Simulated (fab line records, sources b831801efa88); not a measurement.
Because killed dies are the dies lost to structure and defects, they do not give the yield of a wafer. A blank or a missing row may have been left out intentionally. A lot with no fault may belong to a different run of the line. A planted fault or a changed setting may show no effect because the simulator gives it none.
fab line records	flow gf180mcu
record: lots: 13	wafers: 39	last_day: 34
route steps=602 shown V4@490 M5@534 PASSIVATION@587
lots that met no fault: from a run of the same line without faults
start_h: the number of hours between the record's first day and the start of the first shown wafer of the lot	wait_h: how many hours have passed since the lot's step before this one	" same as the row above	L1.1+2: a row that stands for several wafers	- value missing, or start not given	* or withheld: withheld	< > ~ a bound
route shown NAME@n: names a module that has steps shown in the file, with the first one's number in the route	usual: mean and standard deviation over wafers with no fault	same: alike in all rows	chamber/n: place in a boat	sites: the reading at each site	_std_site: the standard deviation of these	_edge_site: inner sites' mean taken away from outer sites' mean	radius_mm: how far each site lies from the wafer's centre	mask NAME#n: copy n	behind: tool/chamber where the wafer was last shaped	hold: the reason the lot was held/the length of the hold in hours/how it ended	device: the transistor (n, p or np) that didn't switch	end of line: tests run on the same wafers once the route is complete	a step with no rows: only its recipe	killed: count of dies lost to structure and defects at first sort (not the wafer's yield)	map: dies across one wafer; x = killed, . = not, _ = none there
set.NAME: the setting as run; set.NAME@STEP: as run at that earlier step	model.NAME: the simulator's own value behind a step, which no gauge read
route steps across a sampled set of lots; one table per step, one row per wafer
services: from which hour (start_h, from the record's first day; less than 0 if before it) a tool's chamber was out of use, for how many hours, and why
== steps ==
step: GF_V4_CD_MEAS_14
recipe: target_cd_nm: 260
usual: cd_nm: 260.2/1.3
lot.wafer	tool	chamber	start_h	wait_h	cd_nm
L930.2	cd_sem-01	-	560.34	0.1	260.4
L930.5	"	-	"	"	261.8
L930.6	"	-	"	"	260.4
L939.3	cd_sem-01	-	638.11	0.1	259.4
L939.4	"	-	"	"	259.0
L939.5	"	-	"	"	262.0
L940.3	cd_sem-02	-	651.35	0.1	259.9
L940.4	"	-	"	"	258.9
L940.6	"	-	"	"	258.0
L941.2	cd_sem-01	-	653.44	0.1	259.5
L941.3	"	-	"	"	260.0
L941.5	"	-	"	"	259.8
L942.1	cd_sem-02	-	663.02	0.1	260.4
L942.2	"	-	"	"	260.6
L942.6	"	-	"	"	261.4
L943.1	cd_sem-01	-	668.12	0.1	261.7
L943.3	"	-	"	"	260.2
L943.6	"	-	"	"	261.4
L945.4	cd_sem-02	-	681.77	0.1	259.0
L945.5	"	-	"	"	257.8
L945.6	"	-	"	"	259.9
L947.3	cd_sem-01	-	701.40	0.1	258.1
L947.4	"	-	"	"	258.5
L947.5	"	-	"	"	258.5
L948.2	cd_sem-01	-	711.73	0.1	259.8
L948.4	"	-	"	"	260.0
L948.6	"	-	"	"	258.4
L949.3	cd_sem-01	-	716.11	0.1	259.0
L949.4	"	-	"	"	260.0
L949.5	"	-	"	"	258.4
L950.3	cd_sem-01	-	716.46	0.1	261.6
L950.5	"	-	"	"	260.6
L950.6	"	-	"	"	261.7
L951.3	cd_sem-02	-	725.55	0.1	260.3
L951.5	"	-	"	"	260.9
L951.6	"	-	"	"	259.7
L952.1	cd_sem-02	-	728.42	0.1	262.1
L952.3	"	-	"	"	263.5
L952.5	"	-	"	"	263.5
step: GF_V4_THK_MEAS_25
recipe: thk_meas_gauge: xrf	reads: W_of_V4_CVD_23
usual: V4_W_THK: 348/5.8
lot.wafer	tool	chamber	start_h	wait_h	V4_W_THK[nm]
L930.2	film_metro-01	-	561.82	0.1	354
L930.5	"	-	"	"	354
L930.6	"	-	"	"	349
L939.3	film_metro-01	-	639.67	0.1	351
L939.4	"	-	"	"	352
L939.5	"	-	"	"	350
L940.3	film_metro-01	-	652.51	0.1	348
L940.4	"	-	"	"	355
L940.6	"	-	"	"	345
L941.2	film_metro-01	-	654.61	0.1	350
L941.3	"	-	"	"	347
L941.5	"	-	"	"	349
L942.1	film_metro-04	-	664.60	0.1	344
L942.2	"	-	"	"	344
L942.6	"	-	"	"	343
L943.1	film_metro-03	-	669.28	0.1	340
L943.3	"	-	"	"	344
L943.6	"	-	"	"	344
L945.4	film_metro-03	-	683.44	0.1	337
L945.5	"	-	"	"	339
L945.6	"	-	"	"	338
L947.3	film_metro-01	-	702.53	0.1	357
L947.4	"	-	"	"	356
L947.5	"	-	"	"	360
L948.2	film_metro-01	-	712.87	0.1	359
L948.4	"	-	"	"	359
L948.6	"	-	"	"	366
L949.3	film_metro-01	-	717.24	0.1	350
L949.4	"	-	"	"	358
L949.5	"	-	"	"	353
L950.3	film_metro-03	-	722.07	4.6	345
L950.5	"	-	"	"	346
L950.6	"	-	"	"	339
L951.3	film_metro-04	-	726.68	0.1	344
L951.5	"	-	"	"	344
L951.6	"	-	"	"	335
L952.1	film_metro-03	-	729.57	0.1	337
L952.3	"	-	"	"	341
L952.5	"	-	"	"	339
step: GF_M5_OVL_MEAS_08
usual: M5_OVL: 0/5.4
lot.wafer	tool	chamber	start_h	wait_h	M5_OVL[nm]
L930.2	overlay-01	-	605.60	0.1	-1
L930.5	"	-	"	"	4
L930.6	"	-	"	"	-9
L939.3	overlay-02	-	679.95	0.1	-4
L939.4	"	-	"	"	1
L939.5	"	-	"	"	-2
L940.3	overlay-01	-	692.07	0.1	0
L940.4	"	-	"	"	2
L940.6	"	-	"	"	6
L941.2	overlay-02	-	694.39	0.1	-5
L941.3	"	-	"	"	-7
L941.5	"	-	"	"	-12
L942.1	overlay-01	-	703.00	0.1	4
L942.2	"	-	"	"	2
L942.6	"	-	"	"	0
L943.1	overlay-02	-	708.15	0.1	0
L943.3	"	-	"	"	6
L943.6	"	-	"	"	2
L945.4	overlay-02	-	720.71	0.1	-3
L945.5	"	-	"	"	-2
L945.6	"	-	"	"	2
L947.3	overlay-01	-	738.61	0.1	2
L947.4	"	-	"	"	5
L947.5	"	-	"	"	2
L948.2	overlay-01	-	749.10	0.1	-8
L948.4	"	-	"	"	-4
L948.6	"	-	"	"	1
L949.3	overlay-02	-	753.35	0.1	10
L949.4	"	-	"	"	12
L949.5	"	-	"	"	-2
L950.3	overlay-02	-	757.56	0.1	3
L950.5	"	-	"	"	2
L950.6	"	-	"	"	-4
L951.3	overlay-01	-	762.16	0.1	3
L951.5	"	-	"	"	-6
L951.6	"	-	"	"	0
L952.1	overlay-01	-	763.49	0.1	0
L952.3	"	-	"	"	-2
L952.5	"	-	"	"	-5
step: GF_PASSIVATION_CVD_00
recipe: material: SiO2	target_thk_nm: 1000	precursor: TEOS	temp_c: 400	time_s: 111.95	rf_w: 600
usual: heater_power_w: 705/86	run_length_s: 140.0/0.52
lot.wafer	tool	chamber	start_h	wait_h	heater_power_w	run_length_s	since_wet_clean_h
L930.2	pecvd-03	1	650.68	0.0	688	139.5	684
L930.5	"	2	"	"	713	139.8	-
L930.6	"	1	"	"	742	139.3	-
L939.3	pecvd-02	0	721.00	0.0	818	140.4	338
L939.4	"	2	"	"	791	139.8	-
L939.5	"	1	"	"	742	146.3	-
L940.3	pecvd-03	0	732.45	0.0	612	139.5	766
L940.4	"	1	"	"	733	140.0	-
L940.6	"	0	"	"	665	139.3	-
L941.2	pecvd-02	1	734.80	0.0	928	145.7	352
L941.3	"	0	"	"	772	140.6	352
L941.5	"	1	"	"	735	146.0	-
L942.1	pecvd-01	2	742.24	0.0	702	140.9	568
L942.2	"	1	"	"	617	139.6	568
L942.6	"	2	"	"	752	140.9	-
L943.1	pecvd-03	0	747.45	0.0	670	139.4	781
L943.3	"	2	"	"	621	140.0	781
L943.6	"	1	"	"	601	139.4	-
L945.4	pecvd-01	1	759.01	0.0	622	140.0	-
L945.5	"	2	"	"	769	141.4	-
L945.6	"	0	"	"	558	139.8	-
L947.3	pecvd-03	1	776.75	0.0	595	139.9	810
L947.4	"	2	"	"	568	139.7	-
L947.5	"	0	"	"	668	139.5	-
L948.2	pecvd-01	2	785.08	0.0	742	141.5	610
L948.4	"	1	"	"	635	139.7	-
L948.6	"	0	"	"	693	140.4	-
L949.3	pecvd-03	1	788.84	0.0	721	139.3	822
L949.4	"	2	"	"	692	139.8	-
L949.5	"	0	"	"	579	139.4	-
L950.3	pecvd-03	2	794.03	0.0	592	140.0	828
L950.5	"	0	"	"	699	139.3	-
L950.6	"	1	"	"	602	139.5	-
L951.3	pecvd-03	0	797.21	0.0	636	139.5	831
L951.5	"	0	"	"	682	139.8	-
L951.6	"	1	"	"	697	139.4	-
L952.1	pecvd-03	1	799.14	0.0	611	139.8	833
L952.3	"	2	"	"	682	139.7	833
L952.5	"	1	"	"	677	139.9	-
step: GF_PASSIVATION_THK_MEAS_01
recipe: reads: SiO2_of_PASSIVATION_CVD_00
usual: PASSIVATION_CVD_00_THK: 1003/14
lot.wafer	tool	chamber	start_h	wait_h	PASSIVATION_CVD_00_THK[nm]
L930.2	film_metro-03	-	650.77	0.0	967
L930.5	"	-	"	"	1001
L930.6	"	-	"	"	981
L939.3	film_metro-04	-	721.10	0.1	1009
L939.4	"	-	"	"	1034
L939.5	"	-	"	"	1069
L940.3	film_metro-04	-	732.55	0.1	1006
L940.4	"	-	"	"	1004
L940.6	"	-	"	"	1036
L941.2	film_metro-03	-	734.89	0.0	1048
L941.3	"	-	"	"	1014
L941.5	"	-	"	"	1068
L942.1	film_metro-04	-	742.32	0.0	1007
L942.2	"	-	"	"	1002
L942.6	"	-	"	"	1019
L943.1	film_metro-03	-	747.53	0.0	996
L943.3	"	-	"	"	996
L943.6	"	-	"	"	1004
L945.4	film_metro-03	-	759.08	0.0	1012
L945.5	"	-	"	"	989
L945.6	"	-	"	"	1006
L947.3	film_metro-01	-	776.85	0.1	988
L947.4	"	-	"	"	1005
L947.5	"	-	"	"	1009
L948.2	film_metro-01	-	785.17	0.0	998
L948.4	"	-	"	"	1007
L948.6	"	-	"	"	1009
L949.3	film_metro-01	-	788.94	0.1	975
L949.4	"	-	"	"	1001
L949.5	"	-	"	"	1001
L950.3	film_metro-04	-	794.13	0.1	981
L950.5	"	-	"	"	1014
L950.6	"	-	"	"	989
L951.3	film_metro-03	-	797.30	0.1	1010
L951.5	"	-	"	"	1021
L951.6	"	-	"	"	1003
L952.1	film_metro-03	-	799.22	0.0	987
L952.3	"	-	"	"	980
L952.5	"	-	"	"	1006
== services ==
tool	chamber	start_h	hours	kind
pecvd-02	-	666.10	5.5	pm
pecvd-03	-	694.05	2.1	repair
pecvd-01	-	701.88	6.0	pm
pecvd-02	0	705.78	9.4	repair
pecvd-01	2	720.52	18.7	repair
pecvd-02	2	739.12	6.4	repair
pecvd-03	0	752.30	5.8	repair
== key ==
first_sign: step: GF_PASSIVATION_CVD_00	reading: run_length_s	direction: up	sigmas: 12	usual: *	struck: *
effect: step: GF_PASSIVATION_THK_MEAS_01	reading: PASSIVATION_CVD_00_THK	direction: up	sigmas: 4.2	usual: 1003	struck: 1062
met_at GF_PASSIVATION_CVD_00
struck_lots L939,L941
struck_wafers L939.5,L941.2,L941.5
not_acting_at GF_V4_CD_MEAS_14,GF_V4_THK_MEAS_25,GF_M5_OVL_MEAS_08
fault: kind: process_parameter_drift	tool: pecvd-02	chamber: -	onset_h: 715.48	steps: GF_PASSIVATION_CVD_00	channel: time_s	offset: *	shape: step	end_h: 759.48	scope: struck_wafers_only	acts_in: *	stated: *
